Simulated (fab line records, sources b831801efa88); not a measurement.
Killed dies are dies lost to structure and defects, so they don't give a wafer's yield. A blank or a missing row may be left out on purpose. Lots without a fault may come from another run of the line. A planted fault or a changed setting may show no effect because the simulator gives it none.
Which tool did it? | flow sky130 | 11 lots, 33 wafers sampled, at 3 steps of a route of 708

WHAT THE GAUGES READ, wafer by wafer
SKY_FIELD_ISO_THK_MEAS_04. Usual: FIELD_ISO_CVD_03_THK 166.5 nm, standard deviation 1.4.
lot  | measured    | on            | FIELD_ISO_CVD_03_THK (nm) | flag
L730 | day 1 17:26 | film_metro-03 | 165.3 164.9 164.3         |
L732 | day 2 01:36 | film_metro-04 | 165.1 166.4 167.0         |
L735 | day 2 19:25 | film_metro-04 | 166.7 165.7 165.3         |
L736 | day 3 02:29 | film_metro-03 | 168.6 168.8 168.8         |
L737 | day 3 12:44 | film_metro-04 | 167.0 167.1 166.7         |
L742 | day 4 06:16 | film_metro-03 | 166.2 166.4 167.7         |
L744 | day 4 13:55 | film_metro-01 | 164.6 164.3 164.3         |
L745 | day 4 20:13 | film_metro-01 | 164.9 163.3 164.2         |
L746 | day 5 00:42 | film_metro-04 | 167.4 167.8 168.2         |
L750 | day 5 18:45 | film_metro-03 | 164.1 165.7 165.2         |
L753 | day 6 08:30 | film_metro-04 | 165.1 165.7 166.8         |

SKY_FIELD_ISO_CD_MEAS_13: target cd 150 nm. Usual: cd_nm 149.7 nm, standard deviation 1.4.
lot  | measured    | on        | cd_nm (nm)        | flag
L730 | day 2 08:20 | cd_sem-02 | 150.4 150.8 148.4 |
L732 | day 2 16:59 | cd_sem-02 | 150.2 149.9 149.5 |
L735 | day 3 10:44 | cd_sem-02 | 149.1 150.1 148.9 |
L736 | day 3 17:44 | cd_sem-02 | 146.7 146.6 147.1 |
L737 | day 4 05:02 | cd_sem-02 | 149.8 149.1 149.5 |
L742 | day 4 22:29 | cd_sem-02 | 149.6 149.9 148.8 |
L744 | day 5 06:53 | cd_sem-02 | 149.0 148.4 149.8 |
L745 | day 5 12:56 | cd_sem-01 | 130.3 129.9 131.0 | OFF
L746 | day 5 18:32 | cd_sem-02 | 147.8 148.5 149.0 |
L750 | day 6 13:02 | cd_sem-02 | 148.9 149.4 151.0 |
L753 | day 7 03:52 | cd_sem-02 | 148.7 148.2 149.0 |

WHICH TOOL RAN EACH LOT (tool, then ch and the chambers of the sampled wafers, then the start)
lot  | SKY_FIELD_ISO_EXPOSE_10
L730 | krf_scanner-02 ch 0, day 2 01:03
L732 | krf_scanner-01 ch 0, day 2 09:34
L735 | krf_scanner-02 ch 0, day 3 03:20
L736 | krf_scanner-02 ch 0, day 3 10:23
L737 | krf_scanner-02 ch 0, day 3 21:14
L742 | krf_scanner-02 ch 0, day 4 14:17
L744 | krf_scanner-02 ch 0, day 4 22:43
L745 | krf_scanner-02 ch 0, day 5 04:23
L746 | krf_scanner-01 ch 0, day 5 09:34
L750 | krf_scanner-01 ch 0, day 6 04:16
L753 | krf_scanner-01 ch 0, day 6 18:10
- SKY_FIELD_ISO_EXPOSE_10: exposes mask FOM, target cd 150 nm.

WHAT THE TOOLS THEMSELVES READ (means of the sampled wafers that have a number; where no wafer has one, the mark that the record gives instead)
SKY_FIELD_ISO_EXPOSE_10. Usual: exposure_dose_mJ_cm2 27.984, standard deviation 0.028.
lot  | tool           | exposure_dose_mJ_cm2 | flag
L730 | krf_scanner-02 | 28.036               |
L732 | krf_scanner-01 | 27.993               |
L735 | krf_scanner-02 | 27.970               |
L736 | krf_scanner-02 | 27.943               |
L737 | krf_scanner-02 | 28.002               |
L742 | krf_scanner-02 | 27.990               |
L744 | krf_scanner-02 | 27.988               |
L745 | krf_scanner-02 | 27.971               |
L746 | krf_scanner-01 | 27.987               |
L750 | krf_scanner-01 | 28.003               |
L753 | krf_scanner-01 | 27.960               |

THE ANSWER, worked out from the rows above alone
Rule: a lot is off if the mean of its wafers that have a number lies more than 3 standard deviations from the usual mean. A lot without any number at a reading at which 4 lots or more have one is off too. The other lots that the step has rows for count as sound. The gauges are gone through in route order, then the tools' own readings, and for those a lot's mean is taken as printed above. The first step at which some lot is off is used, and at that step the reading that is off furthest; a lot without a number counts as furthest.
Off: L745, at SKY_FIELD_ISO_CD_MEAS_13 (cd_nm).
A tool fits if, at a process step before that reading, it ran every lot that is off, and no sound lot after the first of them. The gauges at SKY_FIELD_ISO_CD_MEAS_13 are tried like those tools. Can't be told from this: 2 tools fit, krf_scanner-02 at SKY_FIELD_ISO_EXPOSE_10, cd_sem-01 at SKY_FIELD_ISO_CD_MEAS_13.

WHAT THE SIMULATOR HAD PUT IN
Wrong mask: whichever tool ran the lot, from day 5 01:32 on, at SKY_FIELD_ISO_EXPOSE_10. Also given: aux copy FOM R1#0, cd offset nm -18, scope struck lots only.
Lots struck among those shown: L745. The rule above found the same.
